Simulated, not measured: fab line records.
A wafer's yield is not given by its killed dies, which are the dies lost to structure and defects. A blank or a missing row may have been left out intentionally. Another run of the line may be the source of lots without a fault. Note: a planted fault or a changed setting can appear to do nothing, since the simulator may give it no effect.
Which of the tools did it? || flow gf180mcu || 14 lots, 42 wafers sampled, at 5 steps of a route of 602

== WHAT EACH GAUGE READ, for each wafer ==
GF_V4_OVL_MEAS_15. Usual: V4_OVL -2 nm, standard deviation 5.3.
{"lot": "L567", "measured": "day 24 05:26", "on": "overlay-01", "V4_OVL (nm)": "-1 2 4", "flag": ""}
{"lot": "L568", "measured": "day 24 15:55", "on": "overlay-01", "V4_OVL (nm)": "5 7 2", "flag": ""}
{"lot": "L570", "measured": "day 25 02:32", "on": "overlay-02", "V4_OVL (nm)": "-9 -6 -11", "flag": ""}
{"lot": "L571", "measured": "day 25 19:48", "on": "overlay-01", "V4_OVL (nm)": "-6 -5 -1", "flag": ""}
{"lot": "L572", "measured": "day 26 01:15", "on": "overlay-01", "V4_OVL (nm)": "2 -5 -6", "flag": ""}
{"lot": "L573", "measured": "day 26 11:11", "on": "overlay-02", "V4_OVL (nm)": "-7 3 -5", "flag": ""}
{"lot": "L576", "measured": "day 27 14:48", "on": "overlay-02", "V4_OVL (nm)": "-1 2 2", "flag": ""}
{"lot": "L577", "measured": "day 27 21:57", "on": "overlay-02", "V4_OVL (nm)": "1 3 4", "flag": ""}
{"lot": "L579", "measured": "day 28 11:13", "on": "overlay-02", "V4_OVL (nm)": "-7 -5 -12", "flag": ""}
{"lot": "L581", "measured": "day 28 23:03", "on": "overlay-02", "V4_OVL (nm)": "0 -8 3", "flag": ""}
{"lot": "L583", "measured": "day 29 10:54", "on": "overlay-01", "V4_OVL (nm)": "-4 4 4", "flag": ""}
{"lot": "L584", "measured": "day 29 16:18", "on": "overlay-02", "V4_OVL (nm)": "0 3 -2", "flag": ""}
{"lot": "L586", "measured": "day 30 08:11", "on": "overlay-01", "V4_OVL (nm)": "6 5 -1", "flag": ""}
{"lot": "L587", "measured": "day 30 14:05", "on": "overlay-01", "V4_OVL (nm)": "-2 -10 0", "flag": ""}

GF_TOP_METAL_RS_MEAS_05: uses a four-point probe to measure. Usual: TOP_METAL_ALCU_RS 0.0329 ohm/sq, standard deviation 0.00034.
{"lot": "L567", "measured": "day 27 03:07", "on": "film metro-04", "TOP_METAL_ALCU_RS (ohm/sq)": "0.0325 0.0325 0.0324", "flag": ""}
{"lot": "L568", "measured": "day 27 11:50", "on": "film metro-03", "TOP_METAL_ALCU_RS (ohm/sq)": "0.0327 0.0329 0.0331", "flag": ""}
{"lot": "L570", "measured": "day 27 22:05", "on": "film metro-04", "TOP_METAL_ALCU_RS (ohm/sq)": "0.0331 0.0323 0.0328", "flag": ""}
{"lot": "L571", "measured": "day 28 14:55", "on": "film metro-03", "TOP_METAL_ALCU_RS (ohm/sq)": "0.0331 0.0330 0.0330", "flag": ""}
{"lot": "L572", "measured": "day 28 19:02", "on": "film metro-02", "TOP_METAL_ALCU_RS (ohm/sq)": "0.0326 0.0326 0.0324", "flag": ""}
{"lot": "L573", "measured": "day 29 07:53", "on": "film metro-03", "TOP_METAL_ALCU_RS (ohm/sq)": "0.0326 0.0330 0.0329", "flag": ""}
{"lot": "L576", "measured": "day 30 04:28", "on": "film metro-03", "TOP_METAL_ALCU_RS (ohm/sq)": "0.0333 0.0331 0.0327", "flag": ""}
{"lot": "L577", "measured": "day 30 11:09", "on": "film metro-03", "TOP_METAL_ALCU_RS (ohm/sq)": "0.0326 0.0327 0.0325", "flag": ""}
{"lot": "L579", "measured": "day 31 01:07", "on": "film metro-03", "TOP_METAL_ALCU_RS (ohm/sq)": "0.0329 0.0330 0.0329", "flag": ""}
{"lot": "L581", "measured": "day 31 11:51", "on": "film metro-03", "TOP_METAL_ALCU_RS (ohm/sq)": "0.0324 0.0326 0.0325", "flag": ""}
{"lot": "L583", "measured": "day 31 22:57", "on": "film metro-02", "TOP_METAL_ALCU_RS (ohm/sq)": "0.0323 0.0325 0.0325", "flag": ""}
{"lot": "L584", "measured": "day 32 02:39", "on": "film metro-03", "TOP_METAL_ALCU_RS (ohm/sq)": "0.0337 0.0333 0.0336", "flag": ""}
{"lot": "L586", "measured": "day 32 18:05", "on": "film metro-02", "TOP_METAL_ALCU_RS (ohm/sq)": "0.0328 0.0331 0.0330", "flag": ""}
{"lot": "L587", "measured": "day 32 21:54", "on": "film metro-03", "TOP_METAL_ALCU_RS (ohm/sq)": "0.0323 0.0323 0.0323", "flag": ""}

GF_PASSIVATION_THK_MEAS_01. Usual: PASSIVATION_CVD_00_THK 996 nm, standard deviation 15.
{"lot": "L567", "measured": "day 27 23:46", "on": "film metro-04", "PASSIVATION_CVD_00_THK (nm)": "975 990 992", "flag": ""}
{"lot": "L568", "measured": "day 28 07:32", "on": "film metro-01", "PASSIVATION_CVD_00_THK (nm)": "965 975 998", "flag": ""}
{"lot": "L570", "measured": "day 28 17:11", "on": "film metro-01", "PASSIVATION_CVD_00_THK (nm)": "979 974 995", "flag": ""}
{"lot": "L571", "measured": "day 29 11:11", "on": "film metro-01", "PASSIVATION_CVD_00_THK (nm)": "984 1009 998", "flag": ""}
{"lot": "L572", "measured": "day 29 15:15", "on": "film metro-02", "PASSIVATION_CVD_00_THK (nm)": "983 982 1009", "flag": ""}
{"lot": "L573", "measured": "day 30 03:41", "on": "film metro-04", "PASSIVATION_CVD_00_THK (nm)": "978 1017 992", "flag": ""}
{"lot": "L576", "measured": "day 30 23:23", "on": "film metro-02", "PASSIVATION_CVD_00_THK (nm)": "984 1006 998", "flag": ""}
{"lot": "L577", "measured": "day 31 06:25", "on": "film metro-02", "PASSIVATION_CVD_00_THK (nm)": "975 992 990", "flag": ""}
{"lot": "L579", "measured": "day 31 19:03", "on": "film metro-04", "PASSIVATION_CVD_00_THK (nm)": "981 979 987", "flag": ""}
{"lot": "L581", "measured": "day 32 05:23", "on": "film metro-01", "PASSIVATION_CVD_00_THK (nm)": "1228 989 995", "flag": "OFF"}
{"lot": "L583", "measured": "day 32 17:11", "on": "film metro-04", "PASSIVATION_CVD_00_THK (nm)": "1232 998 996", "flag": "OFF"}
{"lot": "L584", "measured": "day 32 20:14", "on": "film metro-02", "PASSIVATION_CVD_00_THK (nm)": "993 1025 1010", "flag": ""}
{"lot": "L586", "measured": "day 33 11:04", "on": "film metro-01", "PASSIVATION_CVD_00_THK (nm)": "992 1040 995", "flag": ""}
{"lot": "L587", "measured": "day 33 15:08", "on": "film metro-01", "PASSIVATION_CVD_00_THK (nm)": "999 1011 998", "flag": ""}

== WHAT TOOL EACH LOT RAN ON (gives the tool, then ch and the chambers of the sampled wafers, and finally the start) ==
{"lot": "L567", "GF_MIM_SPUTTER_02": "pvd sputter-02, day 24 06:58", "GF_PASSIVATION_CVD_00": "pecvd-03 ch 0,2, day 27 23:41"}
{"lot": "L568", "GF_MIM_SPUTTER_02": "pvd sputter-02, day 24 17:26", "GF_PASSIVATION_CVD_00": "pecvd-02 ch 1,2, day 28 07:27"}
{"lot": "L570", "GF_MIM_SPUTTER_02": "pvd sputter-02, day 25 04:04", "GF_PASSIVATION_CVD_00": "pecvd-02 ch 0,1,2, day 28 17:07"}
{"lot": "L571", "GF_MIM_SPUTTER_02": "pvd sputter-02, day 25 21:22", "GF_PASSIVATION_CVD_00": "pecvd-02 ch 1,2, day 29 11:06"}
{"lot": "L572", "GF_MIM_SPUTTER_02": "pvd sputter-02, day 26 02:47", "GF_PASSIVATION_CVD_00": "pecvd-02 ch 0,1, day 29 15:10"}
{"lot": "L573", "GF_MIM_SPUTTER_02": "pvd sputter-01, day 26 12:43", "GF_PASSIVATION_CVD_00": "pecvd-02 ch 1,2, day 30 03:36"}
{"lot": "L576", "GF_MIM_SPUTTER_02": "pvd sputter-03, day 27 16:20", "GF_PASSIVATION_CVD_00": "pecvd-03 ch 0,1,2, day 30 23:18"}
{"lot": "L577", "GF_MIM_SPUTTER_02": "pvd sputter-01, day 27 23:48", "GF_PASSIVATION_CVD_00": "pecvd-02 ch 0,2, day 31 06:14"}
{"lot": "L579", "GF_MIM_SPUTTER_02": "pvd sputter-01, day 28 14:13", "GF_PASSIVATION_CVD_00": "pecvd-04 ch 1,2, day 31 18:58"}
{"lot": "L581", "GF_MIM_SPUTTER_02": "pvd sputter-02, day 29 00:34", "GF_PASSIVATION_CVD_00": "pecvd-03 ch 0,1,2, day 32 05:18"}
{"lot": "L583", "GF_MIM_SPUTTER_02": "pvd sputter-01, day 29 12:29", "GF_PASSIVATION_CVD_00": "pecvd-03 ch 0,1,2, day 32 17:05"}
{"lot": "L584", "GF_MIM_SPUTTER_02": "pvd sputter-02, day 29 17:59", "GF_PASSIVATION_CVD_00": "pecvd-02 ch 0,2, day 32 20:08"}
{"lot": "L586", "GF_MIM_SPUTTER_02": "pvd sputter-02, day 30 09:44", "GF_PASSIVATION_CVD_00": "pecvd-02 ch 0,2, day 33 10:59"}
{"lot": "L587", "GF_MIM_SPUTTER_02": "pvd sputter-03, day 30 15:41", "GF_PASSIVATION_CVD_00": "pecvd-02 ch 1,2, day 33 15:04"}
- GF_MIM_SPUTTER_02: material AlCu, target thk 450 nm, time 23.9 s.
- GF_PASSIVATION_CVD_00: deposits SiO2 from TEOS, target thk 1000 nm, time 111.95 s.

== AS READ BY THE TOOLS THEMSELVES (means over the sampled wafers that have a number; for cases with no such wafer, the mark the record gives instead) ==
GF_MIM_SPUTTER_02. Usual: throttle valve pct 30.1 %, standard deviation 1.3.
{"lot": "L567", "tool": "pvd sputter-02", "throttle valve pct (%)": 31.6, "flag": ""}
{"lot": "L568", "tool": "pvd sputter-02", "throttle valve pct (%)": 31.8, "flag": ""}
{"lot": "L570", "tool": "pvd sputter-02", "throttle valve pct (%)": 31.0, "flag": ""}
{"lot": "L571", "tool": "pvd sputter-02", "throttle valve pct (%)": 30.4, "flag": ""}
{"lot": "L572", "tool": "pvd sputter-02", "throttle valve pct (%)": 31.5, "flag": ""}
{"lot": "L573", "tool": "pvd sputter-01", "throttle valve pct (%)": 30.1, "flag": ""}
{"lot": "L576", "tool": "pvd sputter-03", "throttle valve pct (%)": 29.3, "flag": ""}
{"lot": "L577", "tool": "pvd sputter-01", "throttle valve pct (%)": 29.9, "flag": ""}
{"lot": "L579", "tool": "pvd sputter-01", "throttle valve pct (%)": 30.0, "flag": ""}
{"lot": "L581", "tool": "pvd sputter-02", "throttle valve pct (%)": 31.0, "flag": ""}
{"lot": "L583", "tool": "pvd sputter-01", "throttle valve pct (%)": 29.8, "flag": ""}
{"lot": "L584", "tool": "pvd sputter-02", "throttle valve pct (%)": 31.3, "flag": ""}
{"lot": "L586", "tool": "pvd sputter-02", "throttle valve pct (%)": 31.6, "flag": ""}
{"lot": "L587", "tool": "pvd sputter-03", "throttle valve pct (%)": 29.3, "flag": ""}

GF_PASSIVATION_CVD_00. Usual: heater power outer w 361 W, standard deviation 67; heater power w 630 W, standard deviation 90; run length s 139.8 s, standard deviation 0.47.
{"lot": "L567", "tool": "pecvd-03", "heater power outer w (W)": 405, "heater power w (W)": 662, "run length s (s)": 140.3, "flag": ""}
{"lot": "L568", "tool": "pecvd-02", "heater power outer w (W)": 393, "heater power w (W)": 673, "run length s (s)": 139.4, "flag": ""}
{"lot": "L570", "tool": "pecvd-02", "heater power outer w (W)": 369, "heater power w (W)": 656, "run length s (s)": 139.3, "flag": ""}
{"lot": "L571", "tool": "pecvd-02", "heater power outer w (W)": 374, "heater power w (W)": 656, "run length s (s)": 139.4, "flag": ""}
{"lot": "L572", "tool": "pecvd-02", "heater power outer w (W)": 365, "heater power w (W)": 680, "run length s (s)": 139.4, "flag": ""}
{"lot": "L573", "tool": "pecvd-02", "heater power outer w (W)": 397, "heater power w (W)": 698, "run length s (s)": 139.3, "flag": ""}
{"lot": "L576", "tool": "pecvd-03", "heater power outer w (W)": 396, "heater power w (W)": 673, "run length s (s)": 140.2, "flag": ""}
{"lot": "L577", "tool": "pecvd-02", "heater power outer w (W)": 320, "heater power w (W)": 579, "run length s (s)": 139.9, "flag": ""}
{"lot": "L579", "tool": "pecvd-04", "heater power outer w (W)": 354, "heater power w (W)": 630, "run length s (s)": 139.7, "flag": ""}
{"lot": "L581", "tool": "pecvd-03", "heater power outer w (W)": 361, "heater power w (W)": 620, "run length s (s)": 149.0, "flag": "OFF"}
{"lot": "L583", "tool": "pecvd-03", "heater power outer w (W)": 387, "heater power w (W)": 645, "run length s (s)": 149.1, "flag": "OFF"}
{"lot": "L584", "tool": "pecvd-02", "heater power outer w (W)": 333, "heater power w (W)": 596, "run length s (s)": 140.1, "flag": ""}
{"lot": "L586", "tool": "pecvd-02", "heater power outer w (W)": 314, "heater power w (W)": 581, "run length s (s)": 139.7, "flag": ""}
{"lot": "L587", "tool": "pecvd-02", "heater power outer w (W)": 342, "heater power w (W)": 620, "run length s (s)": 139.6, "flag": ""}

== THE ANSWER, worked out from the rows above alone ==
Rule: lot off if the mean of its wafers having a number is beyond 3 standard deviations from the usual mean. A lot without any number at a reading at which 4 lots or more have one is off too. All remaining lots with rows at the step are treated as sound. First the gauges in route order, then the tools' own readings, where a lot's mean is used as printed above. The first step at which some lot is off is used, and at that step the reading that is off furthest; a lot without a number counts as furthest.
Off: L581, L583, at GF_PASSIVATION_THK_MEAS_01 (PASSIVATION_CVD_00_THK).
If a tool, at a process step before that reading, ran all the lots that are off and no sound lot after the first of them, it fits. Not tried: the gauges at GF_PASSIVATION_THK_MEAS_01; whatever is off there is also off at GF_PASSIVATION_CVD_00, on other tools, and gauge error can't account for it. One candidate fits, namely pecvd-03 at GF_PASSIVATION_CVD_00. Its last sound lot is L576 (day 30 23:18), its first lot that is off L581 (day 32 05:18): a fault that began between those two fits.
On the lots that are off, the tool's own readings at GF_PASSIVATION_CVD_00 differ by more than 5 times the standard deviation of the sound lots' means, which bears it out; run length s reads 149.1 s there versus 139.7 s on the sound lots.

== WHAT HAD BEEN PUT IN BY THE SIMULATOR ==
pecvd-03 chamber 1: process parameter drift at GF_PASSIVATION_CVD_00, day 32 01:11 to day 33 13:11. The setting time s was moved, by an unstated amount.
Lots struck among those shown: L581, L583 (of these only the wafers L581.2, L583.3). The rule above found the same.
